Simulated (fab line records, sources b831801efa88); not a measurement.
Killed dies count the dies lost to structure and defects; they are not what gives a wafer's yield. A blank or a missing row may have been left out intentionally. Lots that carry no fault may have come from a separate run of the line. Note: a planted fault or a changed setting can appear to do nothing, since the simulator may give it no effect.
Matching of chambers / flow sky130 / cmp-02 running SKY_VIA2_CMP_02: 4 sister chambers
The step polishes SiO2. 33 wafers are shown with their chamber, then 12 later ones without.

## WAFERS, EACH WITH ITS CHAMBER
wafer=L075.2; chamber=0; motor current A (A)=10.2; slurry filter dp kPa (kPa)=13.50
wafer=L075.5; chamber=0; motor current A (A)=9.4; slurry filter dp kPa (kPa)=13.28
wafer=L075.6; chamber=3; motor current A (A)=14.2; slurry filter dp kPa (kPa)=13.60
wafer=L077.1; chamber=2; motor current A (A)=10.3; slurry filter dp kPa (kPa)=13.37
wafer=L077.4; chamber=0; motor current A (A)=9.8; slurry filter dp kPa (kPa)=13.57
wafer=L077.5; chamber=0; motor current A (A)=9.9; slurry filter dp kPa (kPa)=13.59
wafer=L078.3; chamber=0; motor current A (A)=10.0; slurry filter dp kPa (kPa)=13.34
wafer=L078.5; chamber=0; motor current A (A)=10.0; slurry filter dp kPa (kPa)=13.38
wafer=L078.6; chamber=1; motor current A (A)=12.3; slurry filter dp kPa (kPa)=13.62
wafer=L080.1; chamber=3; motor current A (A)=13.9; slurry filter dp kPa (kPa)=13.66
wafer=L080.3; chamber=1; motor current A (A)=12.4; slurry filter dp kPa (kPa)=13.56
wafer=L080.4; chamber=2; motor current A (A)=10.3; slurry filter dp kPa (kPa)=13.42
wafer=L081.1; chamber=1; motor current A (A)=12.4; slurry filter dp kPa (kPa)=13.50
wafer=L081.2; chamber=2; motor current A (A)=10.4; slurry filter dp kPa (kPa)=13.49
wafer=L081.3; chamber=0; motor current A (A)=10.4; slurry filter dp kPa (kPa)=13.44
wafer=L082.2; chamber=0; motor current A (A)=10.5; slurry filter dp kPa (kPa)=13.37
wafer=L082.5; chamber=3; motor current A (A)=13.1; slurry filter dp kPa (kPa)=13.52
wafer=L082.6; chamber=0; motor current A (A)=10.0; slurry filter dp kPa (kPa)=13.51
wafer=L083.1; chamber=0; motor current A (A)=9.4; slurry filter dp kPa (kPa)=13.34
wafer=L083.2; chamber=3; motor current A (A)=15.0; slurry filter dp kPa (kPa)=13.63
wafer=L083.6; chamber=3; motor current A (A)=13.5; slurry filter dp kPa (kPa)=13.14
wafer=L086.3; chamber=3; motor current A (A)=14.9; slurry filter dp kPa (kPa)=13.64
wafer=L086.4; chamber=0; motor current A (A)=9.8; slurry filter dp kPa (kPa)=13.48
wafer=L086.5; chamber=3; motor current A (A)=13.3; slurry filter dp kPa (kPa)=13.40
wafer=L087.2; chamber=1; motor current A (A)=11.7; slurry filter dp kPa (kPa)=13.21
wafer=L087.4; chamber=2; motor current A (A)=10.4; slurry filter dp kPa (kPa)=13.42
wafer=L087.6; chamber=0; motor current A (A)=10.6; slurry filter dp kPa (kPa)=13.67
wafer=L088.3; chamber=0; motor current A (A)=10.2; slurry filter dp kPa (kPa)=13.46
wafer=L088.4; chamber=1; motor current A (A)=12.0; slurry filter dp kPa (kPa)=13.41
wafer=L088.6; chamber=1; motor current A (A)=12.2; slurry filter dp kPa (kPa)=13.53
wafer=L089.1; chamber=0; motor current A (A)=10.1; slurry filter dp kPa (kPa)=13.42
wafer=L089.5; chamber=2; motor current A (A)=10.4; slurry filter dp kPa (kPa)=13.29
wafer=L089.6; chamber=1; motor current A (A)=12.4; slurry filter dp kPa (kPa)=13.56

SIGNATURES (means of the wafers above)
reading=motor current A; chamber 0=10.021; chamber 1=12.200; chamber 2=10.360; chamber 3=13.986; scatter within a chamber=0.436
reading=slurry filter dp kPa; chamber 0=13.4536; chamber 1=13.4843; chamber 2=13.3980; chamber 3=13.5129; scatter within a chamber=0.131
Rule: a wafer lies at a distance from a chamber equal to the root of the sum of squares, over the readings, of (its reading less the chamber's mean, divided by the reading's scatter). If the next closest chamber is less than 2 further off than the closest, the wafer can't be placed; otherwise it belongs to the closest. The scatter is the square root of a quotient: the sum, over the shown wafers, of each reading's squared deviation from its chamber's mean, divided by wafers minus chambers.

## WAFERS WITH NO CHAMBER GIVEN
wafer=L090.2; motor current A (A)=10.1; slurry filter dp kPa (kPa)=13.37
wafer=L090.3; motor current A (A)=11.0; slurry filter dp kPa (kPa)=13.45
wafer=L090.4; motor current A (A)=14.8; slurry filter dp kPa (kPa)=13.43
wafer=L092.1; motor current A (A)=9.8; slurry filter dp kPa (kPa)=13.52
wafer=L092.4; motor current A (A)=14.4; slurry filter dp kPa (kPa)=13.62
wafer=L092.6; motor current A (A)=10.4; slurry filter dp kPa (kPa)=13.72
wafer=L096.1; motor current A (A)=13.9; slurry filter dp kPa (kPa)=13.42
wafer=L096.4; motor current A (A)=12.0; slurry filter dp kPa (kPa)=13.49
wafer=L096.6; motor current A (A)=12.3; slurry filter dp kPa (kPa)=13.46
wafer=L097.3; motor current A (A)=14.3; slurry filter dp kPa (kPa)=13.29
wafer=L097.5; motor current A (A)=13.7; slurry filter dp kPa (kPa)=13.67
wafer=L097.6; motor current A (A)=10.3; slurry filter dp kPa (kPa)=13.54

## EACH ONE'S CHAMBER
wafer=L090.2; from the rows above=can't be placed: 2 or 0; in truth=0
wafer=L090.3; from the rows above=can't be placed: 2 or 0 or 1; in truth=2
wafer=L090.4; from the rows above=3; in truth=3
wafer=L092.1; from the rows above=can't be placed: 0 or 2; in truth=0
wafer=L092.4; from the rows above=3; in truth=3
wafer=L092.6; from the rows above=can't be placed: 0 or 2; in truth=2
wafer=L096.1; from the rows above=3; in truth=3
wafer=L096.4; from the rows above=1; in truth=1
wafer=L096.6; from the rows above=1; in truth=1
wafer=L097.3; from the rows above=3; in truth=3
wafer=L097.5; from the rows above=3; in truth=3
wafer=L097.6; from the rows above=can't be placed: 0 or 2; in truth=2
Placed correctly: 7 of 12. Can't be placed from these rows: 5 (the true chamber is among the candidates in 5). Number placed wrongly: 0.
